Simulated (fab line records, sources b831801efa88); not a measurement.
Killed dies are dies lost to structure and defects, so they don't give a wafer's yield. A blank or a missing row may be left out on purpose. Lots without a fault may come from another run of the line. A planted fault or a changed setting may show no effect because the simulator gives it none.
Which tool did it? | flow sky130 | 7 lots, 21 wafers sampled, at 3 steps of a route of 708

WHAT THE GAUGES READ, wafer by wafer
SKY_VT_ADJUST_LVTN_TW_MEAS_10.
lot  | measured     | on            | VT_ADJUST_LVTN_TW
L708 | day 7 01:20  | film_metro-04 | 238 237 237
L710 | day 7 19:35  | film_metro-03 | 244 244 245
L714 | day 8 20:24  | film_metro-01 | 248 248 249
L723 | day 11 07:38 | film_metro-04 | 30 29 29
L724 | day 12 03:37 | film_metro-04 | 30 30 30
L727 | day 12 12:04 | film_metro-03 | 242 242 242
L730 | day 13 07:37 | film_metro-04 | 239 237 238

WHICH TOOL RAN EACH LOT (tool, then ch and the chambers of the sampled wafers, then the start)
lot  | SKY_VT_ADJUST_HVTP_STRIP_10          | SKY_VT_ADJUST_LVTN_STRIP_09
L708 | plasma_asher-04 ch 0,1, day 6 06:23  | plasma_asher-04 ch 0,1, day 7 01:14
L710 | plasma_asher-02 ch 1, day 6 23:28    | plasma_asher-01 ch 0,1, day 7 19:29
L714 | plasma_asher-03 ch 0,1, day 7 23:57  | plasma_asher-04 ch 0,1, day 8 20:19
L723 | plasma_asher-02 ch 0,1, day 10 08:10 | plasma_asher-04 ch 0,1, day 11 07:32
L724 | plasma_asher-02 ch 1, day 11 03:59   | plasma_asher-01 ch 0,1, day 12 03:30
L727 | plasma_asher-03 ch 0,1, day 11 11:26 | plasma_asher-04 ch 0,1, day 12 11:57
L730 | plasma_asher-02 ch 0,1, day 12 06:14 | plasma_asher-01 ch 0,1, day 13 07:31
- SKY_VT_ADJUST_HVTP_STRIP_10: strips in O2/N2.
- SKY_VT_ADJUST_LVTN_STRIP_09: strips in O2/N2.

THE ANSWER, worked out from the rows above alone
Rule: what is usual is taken from the lots themselves. Put in order of their means at a reading, lots are off if they are a third of the lots or fewer, leave a main group of 4 or more, and stand apart from it by a gap of 3 or more times the standard deviation of the main group's means; of several such gaps the widest counts. A main group whose means are all the same, to the digits that the tables above print for the reading, isn't used. A lot without any number at a reading at which 4 lots or more have one is off too. The other lots that the step has rows for count as sound.
Off: L723, L724, at SKY_VT_ADJUST_LVTN_TW_MEAS_10 (VT_ADJUST_LVTN_TW). The main group: mean 242, standard deviation 4.1.
A tool fits if, at a process step before that reading, it ran every lot that is off, and no sound lot after the first of them. The gauges at SKY_VT_ADJUST_LVTN_TW_MEAS_10 are tried like those tools. None of those tried fits.

WHAT THE SIMULATOR HAD PUT IN
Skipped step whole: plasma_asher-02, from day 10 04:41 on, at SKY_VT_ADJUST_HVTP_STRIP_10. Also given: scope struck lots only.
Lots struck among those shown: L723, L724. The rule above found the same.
